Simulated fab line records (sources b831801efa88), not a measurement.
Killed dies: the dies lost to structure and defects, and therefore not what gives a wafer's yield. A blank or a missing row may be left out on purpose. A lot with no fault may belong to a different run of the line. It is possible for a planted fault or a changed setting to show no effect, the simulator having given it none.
One fault through the eyes of 2 desks -- flow sky130 -- what lay behind the numbers comes last; until then each desk has only its own

TOOL OWNER'S DESK, rie diel-03
The tool's own readings at SKY_VIA2_ETCH_15 (etches SiO2 in C4F8/O2/Ar, stops on TiN, target depth 546 nm, time 84 s): means of the sampled wafers that have a number, for each lot that ran on this tool. The brackets show how far a lot's mean lies from the usual mean; more than 4 standard deviations puts the lot out of limits, marked OUT.
Columns: A = bias w at SKY_VIA2_ETCH_15, usual 1200 W; B = oes product au at SKY_VIA2_ETCH_15, usual 0.941 a.u.; C = rf fwd power W at SKY_VIA2_ETCH_15, usual 1491 W
lot,first seen here,A,B,C
L616,day 37 06:20,1201,0.942,1489
L627,day 41 00:05,1204,0.943,1252 (-39) OUT
L632,day 42 02:59,1199,0.944,1244 (-40) OUT
Finding of this desk: L627, L632 out of limits; the first was L627 at day 41 00:05, on rf fwd power W at SKY_VIA2_ETCH_15. In limits: L616.

METROLOGY DESK
What the gauges read, lot by lot, whatever tool the lot ran on: means of the sampled wafers that have a number. The brackets show how far a lot's mean lies from the usual mean; more than 4 standard deviations puts the lot out of limits, marked OUT.
Columns: A = VIA2_BOW at SKY_VIA2_BOW_MEAS_03, usual 86 um; B = cd nm at SKY_VIA2_CD_MEAS_12, usual 200.1 nm; C = VIA2_OVL at SKY_VIA2_OVL_MEAS_13, usual 3 nm
lot,first seen here,A,B,C
L616,day 36 03:56,81,202.8,8
L621,day 37 19:06,89,197.5,-0
L628,day 39 23:25,80,200.6,2
L627,day 39 23:53,92,200.5,4
L632,day 41 03:30,82,200.5,1
L634,day 41 17:42,84,199.1,-5
Finding of this desk: none of the 6 lots has anything out of limits.

TAKEN TOGETHER
On L627, L632, at day 41 00:05, an alarm was possible from the tool owner's desk.
The metrology desk saw nothing out of limits.
The metrology desk holds a record of L627, L632, inside its limits.
SKY_VIA2_ETCH_15 was run on rie diel-03 by each of the lots named.

WHAT HAD BEEN PUT IN BY THE SIMULATOR
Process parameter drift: rie diel-03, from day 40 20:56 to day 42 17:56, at SKY_VIA2_ETCH_15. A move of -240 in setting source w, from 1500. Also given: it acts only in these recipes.
Struck lots among those shown: L627, L632.
Each desk's first reading out of limits, in hours after the fault started: the tool owner's desk, 3.
